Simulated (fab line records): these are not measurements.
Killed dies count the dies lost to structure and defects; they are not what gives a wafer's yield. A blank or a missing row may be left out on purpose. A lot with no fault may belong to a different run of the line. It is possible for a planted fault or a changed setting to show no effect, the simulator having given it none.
A struck lot beside a sound one    flow sky130    17 steps out of a route of 708
Sound: the wafers L379.1, L379.2, L379.5. The struck wafers were L385.3, L385.4, L385.6. The cause comes at the end.
Order at every step that has rows: each side's tool, ch and its chambers, its first start. Under that, the readings that differ: sound wafers    struck wafers    difference of the means    sigmas: that difference in standard deviations of wafers without a fault.
alike: a reading whose means differ by less than 2 such deviations, as well as words and numbers matching on both sides. not compared: withheld readings; readings where some wafer has no value; bounds like >300 that might hide an equal value; numbers whose values overlap and for which the record gives no deviation.
Wherever a step has rows on one side only, a row that says differs or no value, or a row with sigmas, the two part there. Numbers that don't overlap but have no deviation are shown without sigmas and don't part them. A reading missing from all wafers of one side parts the sides only when that side holds two or more wafers.

first, 2 steps without rows for these wafers: SKY_NWELL_IMPLANT_12; SKY_NWELL_IMPLANT_13.
SKY_NWELL_STRIP_14: strips in O2/N2.
  sound on plasma asher-02 ch 0,1, day 6 05:42; struck on plasma asher-02 ch 0,1, day 7 16:26
  alike: drypump motor current A, oes product au, strip time to endpoint s
  not compared: rf hours counter h
SKY_NWELL_TW_MEAS_15:
  sound on film metro-04 at day 6 05:48; struck on film metro-04 at day 7 16:31
  alike: NWELL_TW
then, 7 steps without rows for these wafers: SKY_NWELL_DEHYDRATE_16 (time 60 s); SKY_NWELL_HMDS_17 (prime time 60 s); SKY_NWELL_COAT_18 (resist thk 3000 nm); SKY_NWELL_SOFTBAKE_19; SKY_NWELL_EXPOSE_20 (exposes mask NWM COMPLEMENT, target cd 840 nm); SKY_NWELL_PEB_21; SKY_NWELL_DEVELOP_22 (develop time 60 s).
SKY_NWELL_OVL_MEAS_23:
  sound on overlay-01 at day 7 00:34; struck on overlay-01 at day 8 12:20
  alike: NWELL_01_OVL
SKY_NWELL_IMPLANT_24:
  sound on implanter-04 ch 0, day 7 00:36; struck on implanter-04 ch 0, day 8 12:25
reading             sound                          struck                            difference   sigmas
dose ions cm2       9.203e+12 9.198e+12 9.207e+12  1.0324e+13 1.0313e+13 1.0314e+13  +1.1143e+12  +99 or more
faraday current uA  52.6 50.2 49.3                 57.2 57.5 58.4                    +7.0         +6
  alike: beam on s
SKY_NWELL_STRIP_25: strips in O2/N2.
  sound on plasma asher-02 ch 0,1, day 7 00:45; struck on plasma asher-01 ch 0,1, day 8 12:32
  alike: drypump motor current A, oes product au, strip time to endpoint s
  not compared: rf hours counter h
SKY_NWELL_TW_MEAS_26:
  sound on film metro-04 at day 7 00:51; struck on film metro-03 at day 8 12:38
reading     sound        struck       difference  sigmas
NWELL_2_TW  493 493 489  525 524 525  +33         +5
then, 1 step without rows for these wafers: SKY_NWELL_CLEAN_27 (cleans in SC1/SC2, time 150 s).
-- the record jumps here: 40 days lie between the struck wafers' starts before and after (it left off in module NWELL and takes up again in module PAD_OPEN, whose first step shown is number 708 of the route) --
SKY_PAD_OPEN_PROBE_99:
  sound on prober-02 at day 47 15:26; struck on prober-02 at day 48 15:03
reading                                     sound              struck             difference  sigmas
model.etest.res iso pwell.rs ohm sq         3111 3010 3124     2864 2760 2766     -285        
model.etest.res pwell under gate.rs ohm sq  2275 2280 2274     2139 2136 2140     -138        
model.etest.res iso pwell.line ohm um       1168 1126 1168     1086 1052 1042     -94         
model.etest.res nwell.width nm (nm)         833.4 836 837.3    825.6 827.5 821.2  -10.8       
model.etest.field n.vt v (V)                35.85 35.54 35.78  38.23 37.67 37.75  +2.16       
  alike: killed_at_M0_to_M3, killed_at_M4_up, killed at contacts, killed at front end, killed at other, killed dies, killed open, killed short
  not compared: model.etest.pfet_16v.r on ohm um, model.etest.pfet_16v.drive ua um

## WHERE THEY PART
Last at SKY_NWELL_TW_MEAS_26 as far as this record goes, first at SKY_NWELL_IMPLANT_24. Later steps at which nothing parts them and some readings are alike: SKY_PAD_OPEN_PROBE_99.

WHY: whatever the simulator had introduced
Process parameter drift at SKY_NWELL_IMPLANT_24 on implanter-04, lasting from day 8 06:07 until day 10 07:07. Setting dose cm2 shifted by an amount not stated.
